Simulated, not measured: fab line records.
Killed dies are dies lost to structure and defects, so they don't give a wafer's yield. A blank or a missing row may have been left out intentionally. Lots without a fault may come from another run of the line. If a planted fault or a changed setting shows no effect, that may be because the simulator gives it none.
Struck lot and sound lot, side by side	flow sky130	15 steps out of a route of 708
Sound: these wafers, L186.1, L186.3, L186.4. Wafers struck: L185.1, L185.5, L185.6. The cause is given at the end.
Per side, at each step with rows, come the tool, then ch with its chambers, and then its first start. Under that, the readings that differ: sound wafers	struck wafers	difference of the means	sigmas: that difference in standard deviations of wafers without a fault.
alike: a reading whose means differ by less than 2 such deviations, as well as words and numbers matching on both sides. not compared: withheld readings; readings where some wafer has no value; bounds like >300 that might hide an equal value; numbers whose values overlap and for which the record gives no deviation.
The two part at a step that has a row with sigmas, a row that says differs or no value, or rows on one side only. Numbers that don't overlap but have no deviation are shown without sigmas and don't part them. Lack of a reading on every wafer of one side parts them only where that side has two or more wafers.

first, 7 steps without rows for these wafers: SKY_METAL3_HMDS_06 (prime time 60 s); SKY_METAL3_COAT_07 (resist thk 60 nm); SKY_METAL3_COAT_08 (resist thk 1140 nm); SKY_METAL3_SOFTBAKE_09 (time 90 s); SKY_METAL3_EXPOSE_10 (exposes mask MM3, target cd 300 nm); SKY_METAL3_PEB_11; SKY_METAL3_DEVELOP_12 (develop time 60 s).
SKY_METAL3_CD_MEAS_13: target cd 300 nm.
  sound on cd sem-01 at day 42 18:27; struck on cd sem-01 at day 42 03:59
  alike: cd nm
SKY_METAL3_OVL_MEAS_14:
  sound on overlay-02 at day 42 18:34; struck on overlay-02 at day 42 04:06
  alike: METAL3_OVL
SKY_METAL3_DESCUM_15: chemistry O2, time 8 s.
  sound on rie metal-02 ch 0,1, day 42 18:37; struck on rie metal-01 ch 0,1, day 42 04:08
  alike: drypump motor current A, oes product au, temp c
  not compared: rf hours counter h
SKY_METAL3_ETCH_16: etches BARC in N2/H2, stops on SiO2, time 88.2 s, target depth 60 nm.
  sound on rie metal-02 ch 0,1, day 42 18:38; struck on rie metal-01 ch 0,1, day 42 04:10
  alike: bias w, chamber pressure mTorr, drypump motor current A, h2 flow sccm, oes product au, throttle valve pct
  not compared: rf hours counter h
SKY_METAL3_ETCH_17: etches SiO2 in C4F8/O2/Ar, stops on TiN, time 3.9 s, target depth 15 nm.
  sound on rie diel-03 ch 0,1,2, day 42 18:44; struck on rie diel-03 ch 2,3, day 42 04:16
  alike: bias w, chamber pressure mTorr, oes product au
SKY_METAL3_METAL_ETCH_18: etches the open film in Cl2/BCl3, stops on SiO2, target depth 845 nm, time 183.1 s.
  sound on rie metal-03 ch 0,1, day 42 18:46; struck on rie metal-02 ch 0,1, day 42 04:17
  no value came back on the struck wafers for any of 5 readings (bcl3 flow sccm (sccm), bias w (W) and others); on the sound wafers bcl3 flow sccm (sccm) reads 30.08 29.90 30.07
reading	sound	struck	difference	sigmas
model.KrF-thick_of_METAL3_COAT_08.thk nm (nm)	552.9 543.8 555.1	1088 1082 1086	+535	
model.SiO2_of_VIA2_HDPCVD_00.thk nm (nm)	465.3 465.5 466.3	491.1 493 492.2	+26.4	
  not compared: rf hours counter h, model.METAL3.cd nm
SKY_METAL3_STRIP_19: strips in O2/N2.
  sound on plasma asher-01 ch 0,1, day 42 18:57; struck on plasma asher-01 ch 0,1, day 42 04:28
reading	sound	struck	difference	sigmas
oes product au (a.u.)	0.503 0.510 0.511	0.714 0.710 0.720	+0.207	+31
strip time to endpoint s (s)	6.78 6.68 6.81	11.95 11.92 11.96	+5.19	+59
  alike: drypump motor current A
  not compared: rf hours counter h
then, 1 step without rows for these wafers: SKY_METAL3_STRIP_20 (strips in post etch residue remover, time 1200 s).

== WHERE THEY PART ==
At SKY_METAL3_METAL_ETCH_18 first; at SKY_METAL3_STRIP_19 last (within this record only).

WHY: whatever the simulator had introduced
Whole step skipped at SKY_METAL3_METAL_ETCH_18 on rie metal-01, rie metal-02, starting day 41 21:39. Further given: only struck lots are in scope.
